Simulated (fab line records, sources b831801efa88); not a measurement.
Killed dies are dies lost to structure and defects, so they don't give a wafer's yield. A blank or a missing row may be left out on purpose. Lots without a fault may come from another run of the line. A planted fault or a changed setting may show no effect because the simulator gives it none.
Which tool did it? | flow gf180mcu | 13 lots, 39 wafers sampled, at 5 steps of a route of 602

WHAT THE GAUGES READ, wafer by wafer
GF_V3_THK_MEAS_03.
lot  | measured     | on            | V3_CVD_02_THK (nm)
L633 | day 22 09:35 | film_metro-03 | 840 847 862
L634 | day 22 21:35 | film_metro-03 | 827 835 840
L635 | day 23 08:38 | film_metro-01 | 839 826 848
L637 | day 24 04:08 | film_metro-02 | 856 833 843
L638 | day 24 04:19 | film_metro-01 | 827 827 836
L639 | day 24 18:52 | film_metro-01 | 846 844 838
L640 | day 24 22:57 | film_metro-02 | 839 834 869
L642 | day 25 15:50 | film_metro-02 | 817 842 846
L643 | day 26 01:55 | film_metro-02 | 834 844 850
L645 | day 26 12:44 | film_metro-03 | 886 851 853
L646 | day 26 19:41 | film_metro-03 | 853 860 891
L648 | day 27 11:59 | film_metro-01 | 864 864 867
L653 | day 28 20:52 | film_metro-03 | 838 863 872

GF_V3_OVL_MEAS_15.
lot  | measured     | on         | V3_OVL (nm)
L633 | day 23 09:20 | overlay-02 | 0 -2 1
L634 | day 23 20:51 | overlay-02 | 5 6 0
L635 | day 24 08:14 | overlay-02 | -3 -4 -4
L637 | day 25 01:41 | overlay-02 | 0 1 8
L638 | day 25 02:34 | overlay-01 | 6 9 4
L639 | day 25 16:38 | overlay-01 | -14 -3 -4
L640 | day 25 21:08 | overlay-01 | 4 2 -3
L642 | day 26 13:38 | overlay-02 | -3 0 6
L643 | day 26 23:05 | overlay-02 | -4 -6 -10
L645 | day 27 09:47 | overlay-01 | -1 1 0
L646 | day 27 16:46 | overlay-02 | 12 3 4
L648 | day 28 08:11 | overlay-02 | -4 3 0
L653 | day 29 16:23 | overlay-01 | 0 0 -12

GF_V4_CD_MEAS_14: target cd 260 nm.
lot  | measured     | on        | cd_nm (nm)
L633 | day 25 08:40 | cd_sem-02 | 260.2 260.2 260.1
L634 | day 25 19:07 | cd_sem-01 | 260.4 258.9 260.2
L635 | day 26 07:13 | cd_sem-01 | 258.5 257.9 257.8
L637 | day 26 23:04 | cd_sem-01 | 259.9 258.1 258.7
L638 | day 27 00:08 | cd_sem-01 | 259.5 259.6 259.6
L639 | day 27 12:52 | cd_sem-02 | 260.6 259.5 258.7
L640 | day 27 17:00 | cd_sem-02 | 259.3 258.9 259.5
L642 | day 28 10:05 | cd_sem-02 | 260.9 259.6 262.4
L643 | day 28 19:02 | cd_sem-02 | 260.0 260.0 260.8
L645 | day 29 05:25 | cd_sem-02 | 261.5 259.8 260.6
L646 | day 29 11:30 | cd_sem-01 | 259.6 260.5 260.0
L648 | day 30 01:16 | cd_sem-01 | 259.8 261.1 260.2
L653 | day 31 08:37 | cd_sem-01 | 259.9 258.7 258.3

WHICH TOOL RAN EACH LOT (tool, then ch and the chambers of the sampled wafers, then the start)
lot  | GF_M4_COAT_09                     | GF_M4_STRIP_17
L633 | litho_track-02 ch 0, day 23 22:17 | plasma_asher-02 ch 1, day 24 09:32
L634 | litho_track-02 ch 0, day 24 09:07 | plasma_asher-02 ch 0,1, day 24 20:07
L635 | litho_track-03 ch 0, day 24 20:52 | plasma_asher-03 ch 0,1, day 25 08:26
L637 | litho_track-03 ch 0, day 25 13:46 | plasma_asher-03 ch 0,1, day 26 00:49
L638 | litho_track-02 ch 0, day 25 14:49 | plasma_asher-04 ch 0,1, day 26 01:57
L639 | litho_track-02 ch 0, day 26 04:50 | plasma_asher-04 ch 1, day 26 15:11
L640 | litho_track-03 ch 0, day 26 08:30 | plasma_asher-03 ch 1, day 26 19:31
L642 | litho_track-02 ch 0, day 27 02:55 | plasma_asher-04 ch 0,1, day 27 13:28
L643 | litho_track-01 ch 0, day 27 11:19 | plasma_asher-04 ch 0,1, day 27 21:34
L645 | litho_track-02 ch 0, day 27 21:07 | plasma_asher-04 ch 0,1, day 28 07:47
L646 | litho_track-02 ch 0, day 28 04:01 | plasma_asher-03 ch 0, day 28 14:22
L648 | litho_track-03 ch 0, day 28 19:09 | plasma_asher-03 ch 0,1, day 29 05:34
L653 | litho_track-01 ch 0, day 30 03:11 | plasma_asher-04 ch 0,1, day 30 12:38
- GF_M4_COAT_09: resist thk 1000 nm.
- GF_M4_STRIP_17: strips in O2/N2.

WHAT THE TOOLS THEMSELVES READ (means of the sampled wafers that have a number; where no wafer has one, the mark that the record gives instead)
GF_M4_COAT_09.
lot  | tool           | resist_line_temp_C (C)
L633 | litho_track-02 | 22.92
L634 | litho_track-02 | 23.00
L635 | litho_track-03 | 23.05
L637 | litho_track-03 | 22.96
L638 | litho_track-02 | 22.95
L639 | litho_track-02 | 22.87
L640 | litho_track-03 | 22.83
L642 | litho_track-02 | 22.99
L643 | litho_track-01 | 23.02
L645 | litho_track-02 | 22.88
L646 | litho_track-02 | 23.18
L648 | litho_track-03 | 22.91
L653 | litho_track-01 | 23.11

GF_M4_STRIP_17.
lot  | tool            | drypump_motor_current_A (A) | heater_power_w (W) | oes_product_au (a.u.) | strip_time_to_endpoint_s (s)
L633 | plasma_asher-02 | 5.9                         | 338                | 0.561                 | 7.85
L634 | plasma_asher-02 | 6.1                         | 347                | 0.559                 | 7.85
L635 | plasma_asher-03 | 5.9                         | 284                | 0.552                 | 7.88
L637 | plasma_asher-03 | 5.9                         | 285                | 0.558                 | 7.89
L638 | plasma_asher-04 | 5.6                         | 325                | 0.555                 | 7.88
L639 | plasma_asher-04 | 6.6                         | 358                | 0.561                 | 7.94
L640 | plasma_asher-03 | 5.9                         | 259                | 0.559                 | 7.91
L642 | plasma_asher-04 | 6.1                         | 341                | 0.565                 | 7.96
L643 | plasma_asher-04 | 5.6                         | 324                | 0.556                 | 7.87
L645 | plasma_asher-04 | 5.6                         | 326                | 0.555                 | 7.85
L646 | plasma_asher-03 | 6.0                         | 322                | 0.556                 | 7.78
L648 | plasma_asher-03 | 5.9                         | 299                | 0.557                 | 7.88
L653 | plasma_asher-04 | 5.6                         | 327                | 0.555                 | 7.86

THE ANSWER, worked out from the rows above alone
Rule: what is usual is taken from the lots themselves. Put in order of their means at a reading, lots are off if they are a third of the lots or fewer, leave a main group of 4 or more, and stand apart from it by a gap of 3 or more times the standard deviation of the main group's means; of several such gaps the widest counts. A main group whose means are all the same, to the digits that the tables above print for the reading, isn't used. A lot without any number at a reading at which 4 lots or more have one is off too. The other lots that the step has rows for count as sound. The gauges are gone through in route order, then the tools' own readings, and for those a lot's mean is taken as printed above. The first step at which some lot is off is used, and at that step the reading that is off furthest; a lot without a number counts as furthest.
No lot is off at any reading shown: from this, nothing can be told.

WHAT THE SIMULATOR HAD PUT IN
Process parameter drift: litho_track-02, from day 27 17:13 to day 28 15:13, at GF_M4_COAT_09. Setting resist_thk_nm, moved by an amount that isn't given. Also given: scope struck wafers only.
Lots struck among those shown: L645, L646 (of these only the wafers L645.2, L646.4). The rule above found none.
